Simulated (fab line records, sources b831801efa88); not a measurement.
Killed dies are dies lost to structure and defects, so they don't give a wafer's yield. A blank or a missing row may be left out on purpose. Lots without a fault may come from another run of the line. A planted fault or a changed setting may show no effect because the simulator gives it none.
fab line records | flow sky130
record lots=11 wafers=33 last_day=50
route steps=708 shown METAL1@449 VIA1@473 PAD_OPEN@708
lots that met no fault: from a run of the same line without faults
start_h: hours from the record's first day to the start of the lot's first wafer shown | wait_h: hours since the lot's step before | " the same as in the row above | L1.1+2: a row that stands for several wafers | - no value, or no start given | * or withheld: withheld | < > ~ a bound
route shown NAME@n: a module of which the file shows steps, and the number in the route of the first | usual: mean/standard deviation of fault-free wafers | same: alike in all rows | chamber/n: place in a boat | sites: the reading at each site | _std_site: their standard deviation | _edge_site: outer sites' mean less inner sites' | radius_mm: how far each site lies from the wafer's centre | mask NAME#n: copy n | behind: the tool/chamber that last shaped the wafer | hold: why the lot was held/for how many hours/how that ended | device: the transistor (n, p or np) that didn't switch | end of line: the same wafers' tests at the end of the route | a step without rows: its recipe alone | killed: dies lost to structure and defects at the first sort, not the wafer's yield | map: a wafer's dies, x killed, . not, _ none there
set.NAME: the setting as run; set.NAME@STEP: as run at that earlier step | model.NAME: the simulator's own value behind a step, which no gauge read
steps of the route over a sample of lots; a table a step, a row a wafer
services: from which hour (start_h, from the record's first day; less than 0 if before it) a tool's chamber was out of use, for how many hours, and why
## steps
# step SKY_METAL1_CD_MEAS_15
# recipe target_cd_nm=140
# usual cd_nm=140.3/1.2
# columns lot.wafer tool chamber start_h wait_h cd_nm
L442.3 cd_sem-01 - 768.12 - 139.6
L442.4 " - " " 141.5
L442.6 " - " " 140.4
L444.3 cd_sem-01 - 781.67 - 142.3
L444.4 " - " " 140.5
L444.6 " - " " 140.9
L447.1 cd_sem-02 - 806.48 - 139.5
L447.2 " - " " 139.0
L447.6 " - " " 138.6
L448.3 cd_sem-02 - 813.02 - 140.4
L448.4 " - " " 142.4
L448.6 " - " " 140.9
L457.1 cd_sem-02 - 872.43 - 140.1
L457.5 " - " " 139.7
L457.6 " - " " 140.8
L458.1 cd_sem-01 - 875.37 - 139.7
L458.3 " - " " 139.8
L458.6 " - " " 139.9
L459.3 cd_sem-02 - 884.63 - 142.1
L459.4 " - " " 142.8
L459.6 " - " " 141.8
L460.1 cd_sem-02 - 892.33 - 142.0
L460.4 " - " " 140.7
L460.5 " - " " 141.7
L462.1 cd_sem-01 - 914.64 - 140.7
L462.2 " - " " 140.4
L462.6 " - " " 139.4
L463.1 cd_sem-01 - 929.24 - 140.8
L463.4 " - " " 139.1
L463.6 " - " " 137.7
L464.2 cd_sem-02 - 933.95 - 140.9
L464.5 " - " " 140.5
L464.6 " - " " 139.8
# step SKY_METAL1_ETCH_18
# recipe chemistry=N2/H2 target=BARC ion_energy_ev=200 bias_w=100 pressure_mtorr=30 n2_flow_sccm=100 h2_flow_sccm=200 icp_w=500 stop_on=SiO2 time_s=45.9 target_depth_a=600
# usual drypump_motor_current_A=5.62/0.17 oes_product_au=0.854/0.0046 throttle_valve_pct=13.223/0.0099
# columns lot.wafer tool chamber start_h wait_h drypump_motor_current_A oes_product_au rf_hours_counter_h throttle_valve_pct
L442.3 rie_metal-02 1 768.29 0.0 5.63 0.854 - 13.213
L442.4 " 0 " " 5.80 0.856 - 13.223
L442.6 " 1 " " 5.63 0.857 - 13.221
L444.3 rie_metal-02 1 781.84 0.0 5.62 0.854 - 13.227
L444.4 " 0 " " 5.80 0.859 - 13.226
L444.6 " 1 " " 5.63 0.848 - 13.237
L447.1 rie_metal-01 0 806.67 0.0 5.20 0.857 9 13.220
L447.2 " 1 " " 5.79 0.853 5 13.223
L447.6 " 1 " " 5.78 0.849 - 13.231
L448.3 rie_metal-02 1 813.19 0.0 5.65 0.859 - 13.224
L448.4 " 0 " " 5.78 0.852 - 13.227
L448.6 " 0 " " 5.80 0.858 - 13.236
L457.1 rie_metal-01 0 872.62 0.0 5.20 0.853 10 13.225
L457.5 " 1 " " 5.79 0.849 - 13.226
L457.6 " 0 " " 5.19 0.853 - 13.205
L458.1 rie_metal-04 0 875.56 0.0 5.63 0.857 12 13.233
L458.3 " 0 " " 5.64 0.861 - 13.208
L458.6 " 1 " " 5.50 0.847 - 13.215
L459.3 rie_metal-02 0 884.79 0.0 5.78 0.858 - 13.229
L459.4 " 1 " " 5.63 0.853 - 13.246
L459.6 " 1 " " 5.66 0.858 - 13.222
L460.1 rie_metal-01 0 892.52 0.0 5.20 0.852 11 13.210
L460.4 " 0 " " 5.20 0.853 - 13.237
L460.5 " 0 " " 5.19 0.856 - 13.241
L462.1 rie_metal-01 1 914.82 0.0 5.79 0.858 9 13.243
L462.2 " 0 " " 5.20 0.865 12 13.209
L462.6 " 0 " " 5.18 0.853 - 13.234
L463.1 rie_metal-04 0 929.46 0.1 5.63 0.852 16 13.230
L463.4 " 0 " " 5.63 0.871 - 13.213
L463.6 " 0 " " 5.63 0.852 - 13.212
L464.2 rie_metal-02 0 934.12 0.0 5.78 0.851 18 13.216
L464.5 " 1 " " 5.64 0.851 - 13.223
L464.6 " 0 " " 5.75 0.852 - 13.232
# step SKY_VIA1_ETCH_15
# recipe target=SiO2 chemistry=C4F8/O2/Ar target_depth_nm=351 stop_on=TiN mask_material=KrF-thick source_w=1500 bias_w=1200 pressure_mtorr=40 c4f8_flow_sccm=withheld O2_flow_sccm=6 Ar_flow_sccm=300 time_s=54
# usual oes_product_au=0.980/0.0053
# columns lot.wafer tool chamber start_h wait_h oes_product_au rf_hours_counter_h
L442.3 rie_diel-04 1 796.12 0.0 0.982 9
L442.4 " 3 " " 0.966 3
L442.6 " 0 " " 0.980 -
L444.3 rie_diel-03 2 809.78 0.0 0.980 6
L444.4 " 1 " " 0.973 22
L444.6 " 2 " " 0.986 -
L447.1 rie_diel-03 1 833.33 0.0 0.977 22
L447.2 " 3 " " 0.981 14
L447.6 " 3 " " 0.985 -
L448.3 rie_diel-04 0 841.33 0.0 0.985 20
L448.4 " 1 " " 0.982 10
L448.6 " 2 " " 0.977 -
L457.1 rie_diel-03 3 899.73 0.0 0.972 15
L457.5 " 3 " " 0.977 -
L457.6 " 2 " " 0.986 -
L458.1 rie_diel-04 0 902.08 0.0 0.989 22
L458.3 " 2 " " 0.982 7
L458.6 " 0 " " 0.982 -
L459.3 rie_diel-02 1 911.54 0.0 0.976 20
L459.4 " 2 " " 0.979 17
L459.6 " 2 " " 0.979 -
L460.1 rie_diel-02 2 918.92 0.0 0.982 17
L460.4 " 3 " " 0.985 5
L460.5 " 3 " " 0.980 -
L462.1 rie_diel-02 2 940.44 0.0 0.983 18
L462.2 " 0 " " 0.993 1
L462.6 " 3 " " 0.989 -
L463.1 rie_diel-04 3 955.17 0.0 0.983 7
L463.4 " 0 " " 0.984 0
L463.6 " 0 " " 0.979 -
L464.2 rie_diel-03 1 959.58 0.0 0.982 27
L464.5 " 0 " " 0.975 -
L464.6 " 3 " " 0.986 -
# step SKY_VIA1_CVD_21
# recipe material=W target_thk_nm=270 time_s=80.902 temp_c=400 pressure_torr=40
# usual chamber_pressure_Torr=40.00/0.091 heater_power_w=805/110
# columns lot.wafer tool chamber start_h wait_h chamber_pressure_Torr heater_power_w
L442.3 cvd_w-01 1 796.85 0.1 39.91 678
L442.4 " 0 " " 40.11 825
L442.6 " 1 " " 40.09 662
L444.3 cvd_w-01 0 810.52 0.1 40.00 822
L444.4 " 1 " " 40.10 664
L444.6 " 1 " " 40.11 678
L447.1 cvd_w-01 1 834.03 0.0 39.83 682
L447.2 " 0 " " 39.95 821
L447.6 " 0 " " 39.98 834
L448.3 cvd_w-01 1 842.06 0.1 40.11 663
L448.4 " 0 " " 40.09 831
L448.6 " 1 " " 39.90 675
L457.1 cvd_w-01 1 900.45 0.0 39.99 675
L457.5 " 0 " " 40.06 810
L457.6 " 1 " " 40.00 661
L458.1 cvd_w-01 0 902.79 0.0 40.00 833
L458.3 " 1 " " 40.09 656
L458.6 " 0 " " 40.05 844
L459.3 cvd_w-02 1 912.27 0.1 40.02 948
L459.4 " 0 " " 39.88 919
L459.6 " 1 " " 40.15 914
L460.1 cvd_w-01 0 919.75 0.2 39.89 763
L460.4 " 0 " " 39.87 788
L460.5 " 0 " " 39.86 761
L462.1 cvd_w-01 0 941.14 0.0 39.91 785
L462.2 " 1 " " 40.02 682
L462.6 " 0 " " 40.00 791
L463.1 cvd_w-02 0 955.87 0.0 39.96 961
L463.4 " 1 " " 39.90 972
L463.6 " 1 " " 39.90 937
L464.2 cvd_w-01 1 960.29 0.0 40.13 659
L464.5 " 1 " " 40.11 659
L464.6 " 0 " " 40.05 781
# step SKY_VIA1_RS_MEAS_22
# recipe thk_meas_gauge=four-point-probe reads=W_of_VIA1_CVD_21+TiN_of_VIA1_SPUTTER_20
# usual VIA1_W_RS=0.431/0.0045
# columns lot.wafer tool chamber start_h wait_h VIA1_W_RS[ohm/sq]
L442.3 film_metro-04 - 796.95 0.1 0.437
L442.4 " - " " 0.429
L442.6 " - " " 0.427
L444.3 film_metro-04 - 810.62 0.1 0.428
L444.4 " - " " 0.429
L444.6 " - " " 0.423
L447.1 film_metro-04 - 834.12 0.1 0.471
L447.2 " - " " 0.433
L447.6 " - " " 0.429
L448.3 film_metro-04 - 842.16 0.1 0.479
L448.4 " - " " 0.439
L448.6 " - " " 0.436
L457.1 film_metro-03 - 900.54 0.1 0.432
L457.5 " - " " 0.437
L457.6 " - " " 0.433
L458.1 film_metro-03 - 902.88 0.1 0.428
L458.3 " - " " 0.428
L458.6 " - " " 0.425
L459.3 film_metro-01 - 912.38 0.1 0.426
L459.4 " - " " 0.427
L459.6 " - " " 0.430
L460.1 film_metro-03 - 919.84 0.1 0.433
L460.4 " - " " 0.431
L460.5 " - " " 0.440
L462.1 film_metro-01 - 941.23 0.1 0.435
L462.2 " - " " 0.429
L462.6 " - " " 0.432
L463.1 film_metro-04 - 955.97 0.1 0.438
L463.4 " - " " 0.428
L463.6 " - " " 0.432
L464.2 film_metro-01 - 960.40 0.1 0.429
L464.5 " - " " 0.427
L464.6 " - " " 0.429
# step SKY_VIA1_THK_MEAS_23
# recipe thk_meas_gauge=xrf reads=W_of_VIA1_CVD_21
# usual VIA1_W_THK=278/4
# columns lot.wafer tool chamber start_h wait_h VIA1_W_THK[nm]
L442.3 film_metro-04 - 797.05 0.1 276
L442.4 " - " " 282
L442.6 " - " " 283
L444.3 film_metro-04 - 810.72 0.1 281
L444.4 " - " " 281
L444.6 " - " " 286
L447.1 film_metro-04 - 834.24 0.1 253
L447.2 " - " " 280
L447.6 " - " " 280
L448.3 film_metro-04 - 842.26 0.1 252
L448.4 " - " " 276
L448.6 " - " " 278
L457.1 film_metro-03 - 900.66 0.1 274
L457.5 " - " " 270
L457.6 " - " " 270
L458.1 film_metro-03 - 903.00 0.1 275
L458.3 " - " " 276
L458.6 " - " " 276
L459.3 film_metro-01 - 912.48 0.1 282
L459.4 " - " " 278
L459.6 " - " " 277
L460.1 film_metro-03 - 919.96 0.1 272
L460.4 " - " " 274
L460.5 " - " " 269
L462.1 film_metro-01 - 941.35 0.1 273
L462.2 " - " " 278
L462.6 " - " " 275
L463.1 film_metro-04 - 956.09 0.1 278
L463.4 " - " " 283
L463.6 " - " " 283
L464.2 film_metro-01 - 960.51 0.1 279
L464.5 " - " " 279
L464.6 " - " " 277
# step SKY_PAD_OPEN_PROBE_99
# usual defect_limited_yield=82.5/1.9 killed_at_M0_to_M3=44/7.2 killed_at_M4_up=3.1/1.7 killed_at_contacts=25/5.1 killed_at_front_end=14/4.6 killed_at_other=0.3/0.59 killed_dies=86/9.6 killed_on_rim=17/4.1 killed_open=47/7.4 killed_short=39/6 sort_bin_3_pad_short=0.8/0.4 sort_bin_5_function=10.4/1.5 sort_bin_6_memory=6.2/1.1 sort_n_pass=406/9.6 sort_yield_pct=82.5/1.9
# same gross_dies=492 killed_at_back_side=0 sort_bin_4_leakage[%]=0 sort_bin_8_speed[%]=0
# columns lot.wafer tool chamber start_h wait_h defect_limited_yield[%] killed_at_M0_to_M3 killed_at_M4_up killed_at_contacts killed_at_front_end killed_at_other killed_dies killed_on_rim killed_open killed_short sort_bin_3_pad_short[%] sort_bin_5_function[%] sort_bin_6_memory[%] sort_n_pass sort_yield_pct[%]
L442.3 prober-01 - 1076.80 0.2 79.5 49 3 28 21 0 101 23 53 48 1.0 13.2 6.3 391 79.5
L442.4 prober-01 - 1076.85 0.2 79.1 46 2 32 23 0 103 24 53 50 1.4 12.6 6.9 389 79.1
L442.6 prober-01 - 1076.95 0.2 84.1 38 1 23 16 0 78 19 44 34 0.4 10.4 5.1 414 84.1
L444.3 prober-02 - 1086.97 0.2 80.9 45 3 25 20 1 94 16 50 44 1.0 9.8 8.3 398 80.9
L444.4 prober-02 - 1087.02 0.2 81.9 45 3 30 11 0 89 17 51 38 1.2 9.8 7.1 403 81.9
L444.6 prober-02 - 1087.12 0.2 83.7 37 5 26 12 0 80 20 54 26 0.6 10.4 5.3 412 83.7
L447.1 prober-01 - 1105.63 0.1 80.5 44 6 27 18 1 96 17 50 46 0.4 11.8 7.3 396 80.5
L447.2 prober-01 - 1105.68 0.1 79.5 45 3 36 16 1 101 20 56 45 0.6 10.6 9.3 391 79.5
L447.6 prober-01 - 1105.88 0.2 83.7 42 2 28 7 1 80 18 37 43 0.4 11.0 4.9 412 83.7
L448.3 prober-02 - 1109.80 0.2 85.4 42 3 20 7 0 72 19 37 35 0.4 8.3 5.9 420 85.4
L448.4 prober-02 - 1109.85 0.2 85.4 39 3 20 10 0 72 8 46 26 1.0 9.6 4.1 420 85.4
L448.6 prober-02 - 1109.95 0.2 82.7 49 3 23 10 0 85 21 54 31 1.4 10.2 5.7 407 82.7
L457.1 prober-01 - 1157.48 0.1 82.5 44 0 25 17 0 86 15 56 30 0.2 11.4 5.9 406 82.5
L457.5 prober-01 - 1157.68 0.2 82.9 39 2 25 18 0 84 17 51 33 0.8 10.2 6.1 408 82.9
L457.6 prober-01 - 1157.73 0.2 82.9 52 1 20 11 0 84 20 45 39 0.8 10.2 6.1 408 82.9
L458.1 prober-02 - 1158.98 0.1 84.1 38 4 22 14 0 78 14 39 39 0.4 8.5 6.9 414 84.1
L458.3 prober-02 - 1159.08 0.2 79.9 53 4 29 12 1 99 19 47 52 1.0 12.2 6.9 393 79.9
L458.6 prober-02 - 1159.23 0.2 83.9 42 3 20 14 0 79 15 48 31 1.6 8.3 6.1 413 83.9
L459.3 prober-01 - 1165.56 0.2 81.9 51 3 26 9 0 89 17 43 46 1.0 9.3 7.7 403 81.9
L459.4 prober-01 - 1165.61 0.2 83.3 49 2 18 13 0 82 17 44 38 0.4 11.2 5.1 410 83.3
L459.6 prober-01 - 1165.71 0.2 85.6 35 5 18 12 1 71 15 40 31 0.8 9.6 4.1 421 85.6
L460.1 prober-02 - 1167.71 0.1 81.5 46 0 22 23 0 91 23 51 40 1.2 10.8 6.5 401 81.5
L460.4 prober-02 - 1167.86 0.2 82.9 50 2 24 7 1 84 22 53 31 0.6 10.2 6.3 408 82.9
L460.5 prober-02 - 1167.91 0.2 84.1 44 3 14 16 1 78 12 43 35 0.8 8.7 6.3 414 84.1
L462.1 prober-02 - 1183.00 0.1 82.3 39 4 23 21 0 87 15 49 38 1.4 10.4 5.9 405 82.3
L462.2 prober-02 - 1183.05 0.1 79.3 42 4 31 24 1 102 15 63 39 0.8 13.2 6.7 390 79.3
L462.6 prober-02 - 1183.25 0.2 81.5 43 6 26 16 0 91 27 56 35 1.6 8.9 7.9 401 81.5
L463.1 prober-01 - 1194.15 0.1 79.9 47 4 30 17 1 99 22 49 50 0 12.6 7.5 393 79.9
L463.4 prober-01 - 1194.30 0.2 82.1 37 4 26 21 0 88 19 37 51 1.4 10.0 6.5 404 82.1
L463.6 prober-01 - 1194.40 0.2 80.5 56 2 18 20 0 96 16 59 37 0.4 12.8 6.3 396 80.5
L464.2 prober-01 - 1196.01 0.1 85.0 38 3 21 12 0 74 19 42 32 0.6 8.7 5.7 418 85.0
L464.5 prober-01 - 1196.16 0.2 84.3 44 2 24 7 0 77 21 45 32 0.6 9.6 5.5 415 84.3
L464.6 prober-01 - 1196.21 0.2 83.9 38 5 22 14 0 79 13 44 35 0 9.6 6.5 413 83.9
# killed by level:class
L442.3 VIA1:geometric_particle:open=13 VIA2:geometric_particle:open=12 LOCAL_INTERCONNECT:geometric_particle:short=9 FIELD_ISO:geometric_particle:open=8 LI_CONTACT:geometric_particle:open=6 VIA1:geometric_particle:short=6 FIELD_ISO:geometric_particle:short=5 CONTACT:geometric_particle:open=5
L442.4 VIA1:geometric_particle:open=11 LOCAL_INTERCONNECT:geometric_particle:short=8 CONTACT:geometric_particle:open=8 POLY_GATE:geometric_particle:open=7 LI_CONTACT:geometric_particle:short=6 LI_CONTACT:geometric_particle:open=6 METAL1:geometric_particle:short=6 METAL2:geometric_particle:short=6
L442.6 VIA3:geometric_particle:open=10 VIA1:geometric_particle:open=8 METAL1:geometric_particle:short=7 LI_CONTACT:geometric_particle:open=6 LOCAL_INTERCONNECT:geometric_particle:short=6 CONTACT:geometric_particle:open=6 CONTACT:geometric_particle:short=5 FIELD_ISO:geometric_particle:open=4
L444.3 VIA1:geometric_particle:open=12 FIELD_ISO:geometric_particle:short=9 CONTACT:geometric_particle:open=9 VIA3:geometric_particle:open=8 LI_CONTACT:geometric_particle:open=7 VIA2:geometric_particle:open=7 VIA3:geometric_particle:short=6 POLY_GATE:geometric_particle:short=4
L444.4 CONTACT:geometric_particle:open=13 VIA1:geometric_particle:open=10 VIA2:geometric_particle:open=10 CONTACT:geometric_particle:short=6 LI_CONTACT:geometric_particle:open=6 METAL1:geometric_particle:short=5 VIA1:geometric_particle:short=5 METAL2:geometric_particle:short=4
L444.6 VIA1:geometric_particle:open=13 CONTACT:geometric_particle:open=12 VIA2:geometric_particle:open=7 FIELD_ISO:geometric_particle:open=6 LI_CONTACT:geometric_particle:open=6 CONTACT:geometric_particle:short=4 METAL4:geometric_particle:short=4 VIA3:geometric_particle:open=4
L447.1 LI_CONTACT:geometric_particle:open=10 CONTACT:geometric_particle:open=9 VIA1:geometric_particle:open=9 VIA1:geometric_particle:short=7 METAL1:geometric_particle:short=6 METAL2:geometric_particle:short=6 FIELD_ISO:geometric_particle:open=5 POLY_GATE:geometric_particle:short=5
L447.2 VIA1:geometric_particle:open=15 CONTACT:geometric_particle:open=12 LOCAL_INTERCONNECT:geometric_particle:short=8 LI_CONTACT:geometric_particle:open=7 VIA2:geometric_particle:open=7 FIELD_ISO:geometric_particle:short=6 VIA3:geometric_particle:open=5 METAL2:geometric_particle:short=5
L447.6 VIA1:geometric_particle:open=12 LI_CONTACT:geometric_particle:open=8 METAL2:geometric_particle:short=8 VIA1:geometric_particle:short=6 CONTACT:geometric_particle:short=6 LI_CONTACT:geometric_particle:short=4 LOCAL_INTERCONNECT:geometric_particle:short=4 CONTACT:geometric_particle:open=4
L448.3 VIA1:geometric_particle:open=9 METAL1:geometric_particle:short=8 CONTACT:geometric_particle:open=6 VIA3:geometric_particle:open=6 CONTACT:geometric_particle:short=6 VIA1:geometric_particle:short=6 LOCAL_INTERCONNECT:geometric_particle:short=5 VIA2:geometric_particle:open=4
L448.4 VIA1:geometric_particle:open=12 CONTACT:geometric_particle:open=9 LI_CONTACT:geometric_particle:open=6 VIA2:geometric_particle:open=6 VIA2:geometric_particle:short=5 METAL1:geometric_particle:short=4 METAL2:geometric_particle:short=4 FIELD_ISO:geometric_particle:open=3
L448.6 VIA2:geometric_particle:open=11 VIA1:geometric_particle:open=10 LI_CONTACT:geometric_particle:open=7 CONTACT:geometric_particle:open=7 VIA1:geometric_particle:short=6 METAL2:geometric_particle:short=5 VIA3:geometric_particle:open=5 FIELD_ISO:geometric_particle:open=4
L457.1 LI_CONTACT:geometric_particle:open=10 CONTACT:geometric_particle:open=9 VIA1:geometric_particle:open=9 VIA2:geometric_particle:open=9 METAL1:geometric_particle:short=6 FIELD_ISO:geometric_particle:open=4 VIA1:geometric_particle:short=4 POLY_GATE:geometric_particle:short=3
L457.5 VIA1:geometric_particle:open=11 LI_CONTACT:geometric_particle:open=9 CONTACT:geometric_particle:open=9 VIA1:geometric_particle:short=6 VIA3:geometric_particle:open=6 FIELD_ISO:geometric_particle:short=4 POLY_GATE:geometric_particle:short=4 POLY_GATE:geometric_particle:open=4
L457.6 VIA1:geometric_particle:open=14 VIA2:geometric_particle:open=9 VIA1:geometric_particle:short=9 LOCAL_INTERCONNECT:geometric_particle:short=6 METAL1:geometric_particle:short=6 LI_CONTACT:geometric_particle:open=5 FIELD_ISO:geometric_particle:open=4 VIA3:geometric_particle:open=4
L458.1 VIA3:geometric_particle:open=10 VIA1:geometric_particle:open=7 LI_CONTACT:geometric_particle:open=6 CONTACT:geometric_particle:open=5 METAL1:geometric_particle:short=5 VIA1:geometric_particle:short=5 POLY_GATE:geometric_particle:short=4 METAL4:geometric_particle:short=4
L458.3 CONTACT:geometric_particle:open=13 METAL1:geometric_particle:short=12 LOCAL_INTERCONNECT:geometric_particle:short=7 VIA1:geometric_particle:open=7 METAL2:geometric_particle:short=7 VIA2:geometric_particle:short=6 LI_CONTACT:geometric_particle:open=5 METAL3:geometric_particle:short=5
L458.6 VIA1:geometric_particle:open=10 VIA2:geometric_particle:open=9 CONTACT:geometric_particle:open=8 VIA3:geometric_particle:open=7 METAL3:geometric_particle:short=5 LI_CONTACT:geometric_particle:open=5 FIELD_ISO:geometric_particle:open=4 POLY_GATE:geometric_particle:open=3
L459.3 VIA1:geometric_particle:open=12 CONTACT:geometric_particle:open=9 LI_CONTACT:geometric_particle:open=7 METAL2:geometric_particle:short=7 METAL3:geometric_particle:short=7 VIA2:geometric_particle:open=5 VIA2:geometric_particle:short=5 CONTACT:geometric_particle:short=4
L459.4 VIA1:geometric_particle:open=13 CONTACT:geometric_particle:open=8 METAL1:geometric_particle:short=8 METAL2:geometric_particle:short=6 VIA3:geometric_particle:open=6 VIA2:geometric_particle:open=5 FIELD_ISO:geometric_particle:open=4 LI_CONTACT:geometric_particle:short=4
L459.6 VIA1:geometric_particle:open=8 CONTACT:geometric_particle:open=7 VIA2:geometric_particle:open=6 CONTACT:geometric_particle:short=5 FIELD_ISO:geometric_particle:open=4 LI_CONTACT:geometric_particle:open=4 VIA1:geometric_particle:short=4 METAL1:geometric_particle:short=4
L460.1 VIA1:geometric_particle:open=13 CONTACT:geometric_particle:open=10 FIELD_ISO:geometric_particle:short=9 VIA2:geometric_particle:open=7 FIELD_ISO:geometric_particle:open=5 CONTACT:geometric_particle:short=5 VIA3:geometric_particle:open=5 VIA1:geometric_particle:short=4
L460.4 CONTACT:geometric_particle:open=12 VIA2:geometric_particle:open=11 VIA1:geometric_particle:open=8 CONTACT:geometric_particle:short=7 VIA3:geometric_particle:open=6 METAL1:geometric_particle:short=5 LI_CONTACT:geometric_particle:open=4 VIA1:geometric_particle:short=4
L460.5 VIA1:geometric_particle:open=10 METAL2:geometric_particle:short=8 VIA1:geometric_particle:short=7 VIA2:geometric_particle:open=7 FIELD_ISO:geometric_particle:open=5 CONTACT:geometric_particle:short=5 FIELD_ISO:geometric_particle:short=4 POLY_GATE:geometric_particle:open=4
L462.1 VIA1:geometric_particle:open=11 CONTACT:geometric_particle:open=7 FIELD_ISO:geometric_particle:open=6 VIA3:geometric_particle:open=6 LI_CONTACT:geometric_particle:open=5 METAL2:geometric_particle:short=5 METAL1:geometric_particle:short=4 POLY_GATE:geometric_particle:short=4
L462.2 VIA1:geometric_particle:open=10 FIELD_ISO:geometric_particle:open=9 CONTACT:geometric_particle:open=9 LI_CONTACT:geometric_particle:open=7 POLY_GATE:geometric_particle:open=6 LOCAL_INTERCONNECT:geometric_particle:short=6 METAL2:geometric_particle:short=6 CONTACT:geometric_particle:short=6
L462.6 VIA1:geometric_particle:open=13 CONTACT:geometric_particle:open=12 VIA2:geometric_particle:open=7 LI_CONTACT:geometric_particle:open=6 METAL2:geometric_particle:short=5 CONTACT:geometric_particle:short=4 VIA3:geometric_particle:open=4 METAL4:geometric_particle:short=4
L463.1 VIA1:geometric_particle:open=15 VIA3:geometric_particle:open=8 LOCAL_INTERCONNECT:geometric_particle:short=8 CONTACT:geometric_particle:short=7 POLY_GATE:geometric_particle:open=6 METAL2:geometric_particle:short=6 LI_CONTACT:geometric_particle:short=5 LI_CONTACT:geometric_particle:open=5
L463.4 CONTACT:geometric_particle:open=12 FIELD_ISO:geometric_particle:short=6 CONTACT:geometric_particle:short=6 METAL2:geometric_particle:short=6 METAL1:geometric_particle:short=6 VIA3:geometric_particle:open=6 FIELD_ISO:geometric_particle:open=5 POLY_GATE:geometric_particle:short=5
L463.6 VIA3:geometric_particle:open=11 VIA1:geometric_particle:open=10 CONTACT:geometric_particle:open=8 METAL1:geometric_particle:short=8 VIA2:geometric_particle:open=8 FIELD_ISO:geometric_particle:open=5 LI_CONTACT:geometric_particle:open=5 VIA3:geometric_particle:short=5
L464.2 VIA2:geometric_particle:open=9 VIA1:geometric_particle:open=7 LI_CONTACT:geometric_particle:open=6 CONTACT:geometric_particle:open=6 METAL1:geometric_particle:short=5 VIA3:geometric_particle:open=5 LI_CONTACT:geometric_particle:short=4 CONTACT:geometric_particle:short=4
L464.5 VIA1:geometric_particle:open=11 LI_CONTACT:geometric_particle:open=9 CONTACT:geometric_particle:open=8 VIA2:geometric_particle:open=8 METAL1:geometric_particle:short=5 VIA1:geometric_particle:short=5 LI_CONTACT:geometric_particle:short=4 VIA3:geometric_particle:open=4
L464.6 VIA1:geometric_particle:open=12 CONTACT:geometric_particle:open=9 VIA2:geometric_particle:open=8 POLY_GATE:geometric_particle:short=6 VIA1:geometric_particle:short=5 POLY_GATE:geometric_particle:open=4 LI_CONTACT:geometric_particle:short=4 LI_CONTACT:geometric_particle:open=4
## services
# columns tool chamber start_h hours kind
rie_metal-04 - 756.29 1.4 pm
rie_diel-04 1 799.18 4.8 repair
cvd_w-01 - 803.52 1.1 repair
rie_diel-04 2 808.28 3.8 repair
rie_diel-03 1 814.03 10.9 repair
rie_diel-03 2 815.28 19.9 repair
rie_diel-02 2 817.34 3.7 repair
rie_metal-01 - 824.38 2.8 pm
rie_metal-04 0 830.44 20.5 repair
rie_metal-01 0 841.92 1.0 repair
rie_diel-02 1 842.27 3.7 repair
cvd_w-02 0 846.37 2.7 repair
rie_diel-03 3 846.48 13.8 repair
rie_diel-02 2 848.65 2.1 repair
rie_diel-02 0 861.06 7.7 repair
cvd_w-02 - 866.91 0.3 repair
rie_diel-02 - 874.58 0.8 repair
cvd_w-01 - 904.00 14.0 pm
rie_diel-04 0 904.07 15.2 repair
rie_diel-04 3 906.98 12.1 repair
cvd_w-01 - 908.54 2.8 repair
rie_diel-04 - 917.70 1.0 repair
rie_diel-03 2 948.59 1.4 repair
rie_metal-02 - 950.38 5.2 repair
## key
first_sign step=SKY_VIA1_RS_MEAS_22 reading=VIA1_W_RS direction=up sigmas=9.9 usual=0.431 struck=0.475
effect step=SKY_VIA1_THK_MEAS_23 reading=VIA1_W_THK direction=down sigmas=6.4 usual=278 struck=253
met_at SKY_VIA1_CVD_21
struck_lots L447,L448
struck_wafers L447.1,L448.3
not_acting_at SKY_METAL1_CD_MEAS_15,SKY_METAL1_ETCH_18,SKY_VIA1_ETCH_15
onset_between 810.52 834.03
fault kind=process_parameter_drift tool=cvd_w-01 chamber=- onset_h=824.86 steps=SKY_VIA1_CVD_21 channel=target_thk_nm offset=-20.533 shape=step end_h=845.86 scope=struck_wafers_only acts_in=these_recipes_only stated=270
